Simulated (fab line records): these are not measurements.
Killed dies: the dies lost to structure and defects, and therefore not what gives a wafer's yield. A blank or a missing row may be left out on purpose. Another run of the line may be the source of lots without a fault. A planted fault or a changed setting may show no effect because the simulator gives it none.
fab line records	flow sky130
[record] lots = 7	wafers = 18	lastDay = 52
route steps=708 shown VT_ADJUST_HVTP@91 VT_ADJUST_LVTN@97 PAD_OPEN@708
lots untouched by any fault: they come from a run of this same line in which no faults occurred
startH: start of the lot's first displayed wafer, in hours after the record's first day	waitH: hours from the lot's prior step to this one	" repeats the value in the row above	L1.1+2: a single row standing in for several wafers	- value missing, or start not given	* or withheld: withheld	< > ~ a bound
route shown NAME@n: NAME is a module with steps in the file, n the number in the route of the first one	usual: average and standard deviation across the fault-free wafers	same: alike in all rows	chamber/n: place in a boat	sites: per-site readings	_std_site: standard deviation of those values	_edge_site: the outer-site mean with the inner-site mean subtracted	radiusMm: for every site, how far away it sits from the centre of the wafer	mask NAME#n: copy n	behind: the most recent tool/chamber to have shaped the wafer	hold: what put the lot on hold/how long, in hours/how the hold closed	device: names the non-switching transistor (n, p or np)	end of line: the route-end tests of the same wafers	step lacking rows: just its recipe	killed: dies that structure and defects cost at the first sort, which is not the same as the wafer's yield	map: shows each die of a wafer: x if killed, . if not, _ if none is there
set.NAME: the setting the step ran with; set.NAME@STEP: the setting that earlier step ran with	model.NAME: the simulator's own value behind a step, which no gauge read
certain route steps with their lots: each step a table, each wafer a row
services: a tool's chamber out of use, with start hour (startH, from the record's first day; less than 0 if before it), hours out, and reason
[[steps]]
[step SKY_VT_ADJUST_HVTP_DEVELOP_06]
[recipe] resist = NOVOLAK	developer = TMAH	developTimeS = 60	devTempC = 23
[step SKY_VT_ADJUST_HVTP_CD_MEAS_07]
[recipe] targetCdNm = 380
[usual] cdNm = 379.7/2.5
lot.wafer	tool	chamber	startH	waitH	cdNm
L475.1	cdSem-01	-	165.70	39.1	379.2
L475.3	"	-	"	"	381.2
L475.6	"	-	"	"	380.7
L481.3	cdSem-01	-	168.76	35.1	380.5
L481.6	"	-	"	"	380.9
L482.1	cdSem-01	-	169.08	34.2	380.1
L482.3	"	-	"	"	380.0
L484.1	cdSem-01	-	169.44	33.7	377.3
L484.4	"	-	"	"	375.6
L486.1	cdSem-01	-	169.80	32.8	381.0
L486.2	"	-	"	"	383.1
L486.4	"	-	"	"	380.8
L487.1	cdSem-01	-	279.47	0.1	382.5
L487.3	"	-	"	"	381.3
L487.6	"	-	"	"	382.3
L493.2	cdSem-01	-	293.37	0.1	378.5
L493.4	"	-	"	"	381.2
L493.6	"	-	"	"	377.8
[step SKY_VT_ADJUST_HVTP_OVL_MEAS_08]
[usual] VT_ADJUST_HVTP_OVL = -0.9/1.3
lot.wafer	tool	chamber	startH	waitH	VT_ADJUST_HVTP_OVL[nm]
L475.1	overlay-01	-	165.82	0.1	-0.2
L475.3	"	-	"	"	-0.9
L475.6	"	-	"	"	-1.0
L481.3	overlay-01	-	168.85	0.1	0.4
L481.6	"	-	"	"	-0.7
L482.1	overlay-02	-	169.20	0.1	-1.3
L482.3	"	-	"	"	-0.4
L484.1	overlay-02	-	169.56	0.1	1.6
L484.4	"	-	"	"	-0.5
L486.1	overlay-01	-	169.92	0.1	-1.4
L486.2	"	-	"	"	-0.2
L486.4	"	-	"	"	-1.1
L487.1	overlay-02	-	279.59	0.1	-2.5
L487.3	"	-	"	"	0.1
L487.6	"	-	"	"	-2.1
L493.2	overlay-02	-	293.47	0.1	0.2
L493.4	"	-	"	"	0.5
L493.6	"	-	"	"	-1.8
[step SKY_VT_ADJUST_HVTP_IMPLANT_09]
[recipe] species = As	energyKev = 150	doseCm2 = 4.3e+12	tiltDeg = withheld
[step SKY_VT_ADJUST_HVTP_STRIP_10]
[recipe] chemistry = O2/N2	powerW = 1400	pressureMtorr = 1500	platenTempC = withheld	o2FlowSccm = 3000	n2FlowSccm = 300	overashFraction = 0.5
[usual] drypumpMotorCurrentA = 5.81/0.058	oesProductAu = 0.716/0.0047	stripTimeToEndpointS = 14.18/0.047
lot.wafer	tool	chamber	startH	waitH	drypumpMotorCurrentA	oesProductAu	rfHoursCounterH	stripTimeToEndpointS
L475.1	plasmaAsher-01	1	166.01	0.1	5.76	0.726	45	14.20
L475.3	"	1	"	"	5.78	0.715	-	14.23
L475.6	"	0	"	"	5.92	0.717	-	14.21
L481.3	plasmaAsher-01	1	169.06	0.1	5.73	0.716	-	14.13
L481.6	"	1	"	"	5.78	0.719	-	14.11
L482.1	plasmaAsher-04	0	169.39	0.1	5.82	0.714	3	14.14
L482.3	"	0	"	"	5.82	0.721	-	14.08
L484.1	plasmaAsher-01	1	169.75	0.1	5.77	0.715	46	14.16
L484.4	"	0	"	"	5.92	0.723	-	14.13
L486.1	plasmaAsher-02	0	170.11	0.1	5.80	0.715	47	14.20
L486.2	"	1	"	"	5.77	0.725	47	14.20
L486.4	"	0	"	"	5.79	0.721	-	14.19
L487.1	plasmaAsher-02	0	279.78	0.1	5.81	0.717	59	14.20
L487.3	"	1	"	"	5.78	0.704	-	14.22
L487.6	"	1	"	"	5.76	0.725	-	14.22
L493.2	plasmaAsher-01	0	293.65	0.1	5.90	0.712	55	14.16
L493.4	"	1	"	"	5.77	0.718	-	14.24
L493.6	"	0	"	"	5.91	0.716	-	14.22
[step SKY_VT_ADJUST_HVTP_TW_MEAS_11]
[usual] VT_ADJUST_HVTP_TW = 1355/14
lot.wafer	tool	chamber	startH	waitH	VT_ADJUST_HVTP_TW
L475.1	filmMetro-02	-	166.11	0.1	1377
L475.3	"	-	"	"	1369
L475.6	"	-	"	"	1375
L481.3	filmMetro-03	-	169.15	0.1	1343
L481.6	"	-	"	"	1343
L482.1	filmMetro-03	-	169.49	0.1	1353
L482.3	"	-	"	"	1346
L484.1	filmMetro-04	-	169.85	0.1	1339
L484.4	"	-	"	"	1338
L486.1	filmMetro-03	-	170.21	0.1	1349
L486.2	"	-	"	"	1337
L486.4	"	-	"	"	1337
L487.1	filmMetro-03	-	279.88	0.1	1339
L487.3	"	-	"	"	1349
L487.6	"	-	"	"	1346
L493.2	filmMetro-03	-	293.76	0.1	1342
L493.4	"	-	"	"	1341
L493.6	"	-	"	"	1338
[step SKY_VT_ADJUST_LVTN_DEHYDRATE_00]
[recipe] tempC = 200	timeS = 60
[step SKY_VT_ADJUST_LVTN_HMDS_01]
[recipe] primeTimeS = 60	primeTempC = 120
[step SKY_VT_ADJUST_LVTN_COAT_02]
[recipe] spinRpm = 2000	resistThkNm = 3000
[step SKY_VT_ADJUST_LVTN_SOFTBAKE_03]
[recipe] tempC = 110	timeS = withheld
[step SKY_VT_ADJUST_LVTN_EXPOSE_04]
[recipe] maskId = NWM_COMPLEMENT_LESS_NATIVE	na = 0.6	sourceShape = conventional	sigmaOuter = 0.6	polarization = unpolarized	targetCdNm = 840	doseMj = 194
[step SKY_VT_ADJUST_LVTN_PEB_05]
[recipe] tempC = 115	timeS = withheld
[step SKY_VT_ADJUST_LVTN_DEVELOP_06]
[recipe] wallAngleDeg = 90	developer = TMAH	developTimeS = 60	devTempC = 23
lot.wafer	tool	chamber	startH	waitH
L475.1+3+6	lithoTrack-03	0	173	-
L481.3+6	lithoTrack-02	0	180	-
L482.1+3	lithoTrack-02	0	182	-
L484.1+4	lithoTrack-02	0	183	-
L486.1+2+4	lithoTrack-01	0	184	-
L487.1+3+6	lithoTrack-02	0	304	-
L493.2+4+6	lithoTrack-03	0	318	-
[step SKY_VT_ADJUST_LVTN_OVL_MEAS_07]
[usual] VT_ADJUST_LVTN_OVL = -1.6/1.5
lot.wafer	tool	chamber	startH	waitH	VT_ADJUST_LVTN_OVL[nm]
L475.1	overlay-01	-	174.12	-	-1.0
L475.3	"	-	"	"	-2.4
L475.6	"	-	"	"	-0.1
L481.3	overlay-01	-	181.01	-	-
L481.6	"	-	"	"	-1.6
L482.1	overlay-01	-	182.30	-	-0.9
L482.3	"	-	"	"	-
L484.1	overlay-02	-	183.25	-	-2.7
L484.4	"	-	"	"	-
L486.1	overlay-01	-	184.65	-	-2.9
L486.2	"	-	"	"	-2.2
L486.4	"	-	"	"	-0.4
L487.1	overlay-02	-	304.65	-	0.4
L487.3	"	-	"	"	1.4
L487.6	"	-	"	"	1.3
L493.2	overlay-02	-	318.48	-	-0.4
L493.4	"	-	"	"	-1.0
L493.6	"	-	"	"	-0.8
[step SKY_VT_ADJUST_LVTN_IMPLANT_08]
[recipe] species = B	energyKev = 30	doseCm2 = 1.57e+12	tiltDeg = withheld
[step SKY_VT_ADJUST_LVTN_STRIP_09]
[recipe] chemistry = O2/N2	powerW = 1400	pressureMtorr = 1500	platenTempC = withheld	o2FlowSccm = 3000	n2FlowSccm = 300	overashFraction = 0.5
[usual] drypumpMotorCurrentA = 5.67/0.25	oesProductAu = 0.722/0.0048	stripTimeToEndpointS = 36.93/0.13
lot.wafer	tool	chamber	startH	waitH	drypumpMotorCurrentA	oesProductAu	rfHoursCounterH	stripTimeToEndpointS
L475.1	plasmaAsher-01	0	174.31	0.1	5.91	0.722	47	36.64
L475.3	"	1	"	"	5.80	0.724	-	36.75
L475.6	"	1	"	"	5.74	0.718	-	36.81
L481.3	plasmaAsher-03	0	181.21	0.1	5.46	0.716	-	37.16
L481.6	"	1	"	"	5.16	0.731	-	37.09
L482.1	plasmaAsher-02	0	182.48	0.1	5.80	0.732	49	37.21
L482.3	"	1	"	"	5.74	0.721	-	37.27
L484.1	plasmaAsher-01	0	183.43	0.1	5.92	0.727	47	36.75
L484.4	"	0	"	"	5.92	0.718	-	36.85
L486.1	plasmaAsher-01	1	184.83	0.1	5.76	0.722	48	36.64
L486.2	"	0	"	"	5.92	0.726	48	36.67
L486.4	"	0	"	"	5.94	0.730	-	36.68
L487.1	plasmaAsher-01	0	304.83	0.1	5.92	0.733	56	37.07
L487.3	"	0	"	"	5.91	0.725	-	37.08
L487.6	"	1	"	"	5.73	0.726	-	37.10
L493.2	plasmaAsher-02	0	318.66	0.1	5.81	0.712	62	36.91
L493.4	"	0	"	"	5.80	0.716	-	36.90
L493.6	"	0	"	"	5.80	0.721	-	36.98
[step SKY_VT_ADJUST_LVTN_TW_MEAS_10]
[usual] VT_ADJUST_LVTN_TW = 238.3/1.8
lot.wafer	tool	chamber	startH	waitH	VT_ADJUST_LVTN_TW
L475.1	filmMetro-03	-	174.41	0.1	239.6
L475.3	"	-	"	"	239.7
L475.6	"	-	"	"	239.9
L481.3	filmMetro-04	-	181.30	0.1	29.7
L481.6	"	-	"	"	239.9
L482.1	filmMetro-03	-	182.58	0.1	240.1
L482.3	"	-	"	"	29.9
L484.1	filmMetro-03	-	183.53	0.1	240.6
L484.4	"	-	"	"	29.8
L486.1	filmMetro-01	-	184.93	0.1	238.1
L486.2	"	-	"	"	236.0
L486.4	"	-	"	"	235.6
L487.1	filmMetro-03	-	304.93	0.1	239.0
L487.3	"	-	"	"	237.3
L487.6	"	-	"	"	237.7
L493.2	filmMetro-01	-	318.77	0.1	236.8
L493.4	"	-	"	"	236.5
L493.6	"	-	"	"	236.0
[step SKY_VT_ADJUST_LVTN_DEHYDRATE_11]
[recipe] tempC = 200	timeS = 60
[step SKY_PAD_OPEN_PROBE_99]
[usual] killed_at_M0_to_M3 = 45/6.3	killed_at_M4_up = 2.8/1.6	killedAtContacts = 24/5.1	killedAtFrontEnd = 14/4.4	killedAtOther = 0.4/0.73	killedDies = 86/9	killedOnRim = 17/3.8	killedOpen = 47/7.8	killedShort = 39/6.6
[same] grossDies = 492	killedAtBackSide = 0
lot.wafer	tool	chamber	startH	waitH	killed_at_M0_to_M3	killed_at_M4_up	killedAtContacts	killedAtFrontEnd	killedAtOther	killedDies	killedOnRim	killedOpen	killedShort
L482.3	prober-01	-	1139.70	0.2	40	1	25	426	0	492	96	39	39
L481.3	prober-02	-	1139.70	0.2	42	5	28	417	0	492	96	43	49
L484.1	prober-02	-	1145.59	0.1	37	2	23	12	0	74	17	44	30
L484.4	prober-02	-	1145.74	0.2	32	1	21	438	0	492	96	47	25
L493.2	prober-01	-	1239.98	0.1	49	3	32	11	0	95	20	46	49
L493.4	prober-01	-	1240.08	0.2	46	1	28	14	0	89	17	48	40
L493.6	prober-01	-	1240.18	0.2	40	3	20	21	1	85	15	52	32
// killed by level:class
L481.3 VT_ADJUST_LVTN:areaDevelop=400 LI_CONTACT:geometricParticle:open=9 VIA1:geometricParticle:open=9 VIA2:geometricParticle:open=8 CONTACT:geometricParticle:short=7 LOCAL_INTERCONNECT:geometricParticle:short=7 VIA3:geometricParticle:open=7 POLY_GATE:geometricParticle:short=5
L482.3 VT_ADJUST_LVTN:areaDevelop=414 CONTACT:geometricParticle:open=8 LOCAL_INTERCONNECT:geometricParticle:short=7 VIA1:geometricParticle:short=6 VIA1:geometricParticle:open=6 VIA3:geometricParticle:open=6 VIA2:geometricParticle:open=5 METAL1:geometricParticle:short=4
L484.1 VIA1:geometricParticle:open=10 LI_CONTACT:geometricParticle:open=9 VIA3:geometricParticle:open=8 CONTACT:geometricParticle:open=6 METAL2:geometricParticle:short=5 METAL1:geometricParticle:short=4 METAL3:geometricParticle:short=4 POLY_GATE:geometricParticle:short=3
L484.4 VT_ADJUST_LVTN:areaDevelop=420 CONTACT:geometricParticle:open=10 VIA1:geometricParticle:open=9 VIA2:geometricParticle:open=8 CONTACT:geometricParticle:short=5 FIELD_ISO:geometricParticle:open=4 POLY_GATE:geometricParticle:open=4 POLY_GATE:geometricParticle:short=4
L493.2 CONTACT:geometricParticle:open=10 VIA2:geometricParticle:open=9 VIA1:geometricParticle:open=9 LI_CONTACT:geometricParticle:short=8 LOCAL_INTERCONNECT:geometricParticle:short=6 METAL2:geometricParticle:short=5 VIA3:geometricParticle:short=5 VIA3:geometricParticle:open=5
L493.4 VIA1:geometricParticle:open=10 CONTACT:geometricParticle:open=9 VIA3:geometricParticle:open=9 VIA1:geometricParticle:short=7 LI_CONTACT:geometricParticle:open=7 CONTACT:geometricParticle:short=4 LOCAL_INTERCONNECT:geometricParticle:short=4 METAL1:geometricParticle:short=4
L493.6 VIA1:geometricParticle:open=13 CONTACT:geometricParticle:open=11 METAL2:geometricParticle:short=9 FIELD_ISO:geometricParticle:open=5 LI_CONTACT:geometricParticle:open=5 VIA2:geometricParticle:open=5 POLY_GATE:geometricParticle:open=4 VIA1:geometricParticle:short=4
// map L481.3 (x killed, . not)
__________xxxxxxxxxx_________
________xxxxxxxxxxxxxx_______
______xxxxxxxxxxxxxxxxxx_____
_____xxxxxxxxxxxxxxxxxxxx____
____xxxxxxxxxxxxxxxxxxxxxx___
___xxxxxxxxxxxxxxxxxxxxxxxx__
__xxxxxxxxxxxxxxxxxxxxxxxxxx_
_xxxxxxxxxxxxxxxxxxxxxxxxxxxx
_xxxxxxxxxxxxxxxxxxxxxxxxxxxx
_xxxxxxxxxxxxxxxxxxxxxxxxxxxx
_xxxxxxxxxxxxxxxxxxxxxxxxxxxx
_xxxxxxxxxxxxxxxxxxxxxxxxxxxx
_xxxxxxxxxxxxxxxxxxxxxxxxxxxx
_xxxxxxxxxxxxxxxxxxxxxxxxxxxx
_xxxxxxxxxxxxxxxxxxxxxxxxxxxx
__xxxxxxxxxxxxxxxxxxxxxxxxxx_
___xxxxxxxxxxxxxxxxxxxxxxxx__
____xxxxxxxxxxxxxxxxxxxxxx___
_____xxxxxxxxxxxxxxxxxxxx____
______xxxxxxxxxxxxxxxxxx_____
________xxxxxxxxxxxxxx_______
__________xxxxxxxxxx_________
// map L482.3 (x killed, . not)
__________xxxxxxxxxx_________
________xxxxxxxxxxxxxx_______
______xxxxxxxxxxxxxxxxxx_____
_____xxxxxxxxxxxxxxxxxxxx____
____xxxxxxxxxxxxxxxxxxxxxx___
___xxxxxxxxxxxxxxxxxxxxxxxx__
__xxxxxxxxxxxxxxxxxxxxxxxxxx_
_xxxxxxxxxxxxxxxxxxxxxxxxxxxx
_xxxxxxxxxxxxxxxxxxxxxxxxxxxx
_xxxxxxxxxxxxxxxxxxxxxxxxxxxx
_xxxxxxxxxxxxxxxxxxxxxxxxxxxx
_xxxxxxxxxxxxxxxxxxxxxxxxxxxx
_xxxxxxxxxxxxxxxxxxxxxxxxxxxx
_xxxxxxxxxxxxxxxxxxxxxxxxxxxx
_xxxxxxxxxxxxxxxxxxxxxxxxxxxx
__xxxxxxxxxxxxxxxxxxxxxxxxxx_
___xxxxxxxxxxxxxxxxxxxxxxxx__
____xxxxxxxxxxxxxxxxxxxxxx___
_____xxxxxxxxxxxxxxxxxxxx____
______xxxxxxxxxxxxxxxxxx_____
________xxxxxxxxxxxxxx_______
__________xxxxxxxxxx_________
[[services]]
tool	chamber	startH	hours	kind
plasmaAsher-02	-	184.67	1.7	repair
plasmaAsher-01	-	195.43	28.1	pm
plasmaAsher-04	-	231.20	1.4	repair
plasmaAsher-03	-	305.90	2.0	repair
plasmaAsher-02	-	306.55	4.2	repair
[[key]]
[firstSign] step = SKY_VT_ADJUST_LVTN_OVL_MEAS_07	reading = VT_ADJUST_LVTN_OVL	direction = missing
[effect] step = SKY_VT_ADJUST_LVTN_TW_MEAS_10	reading = VT_ADJUST_LVTN_TW	direction = down	sigmas = 99+	usual = 238.3	struck = 29.8
[effect] step = SKY_PAD_OPEN_PROBE_99	reading = killedAtFrontEnd	direction = up	sigmas = 95	usual = 14	struck = 427
[moreKillsBornAt] SKY_VT_ADJUST_LVTN_DEVELOP_06@lithoTrack-02 = 1234
metAt SKY_VT_ADJUST_LVTN_DEVELOP_06
struckWafers L481.3,L482.3,L484.4
testerLeftOut L481,L482,L484
[fault] kind = processParameterDrift	tool = lithoTrack-02	chamber = -	onsetH = 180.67	steps = SKY_VT_ADJUST_LVTN_DEVELOP_06	channel = developTimeS	offset = *	shape = step	endH = 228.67	scope = struckWafersOnly	actsIn = *	stated = *
// testerLeftOut: of these lots the tester's yield and bins aren't shown, on N5 and GAA mostly nor the transistor test; their killed dies are dies lost to structure and defects alone, not to doping, threshold or leakage, so they don't give the yield
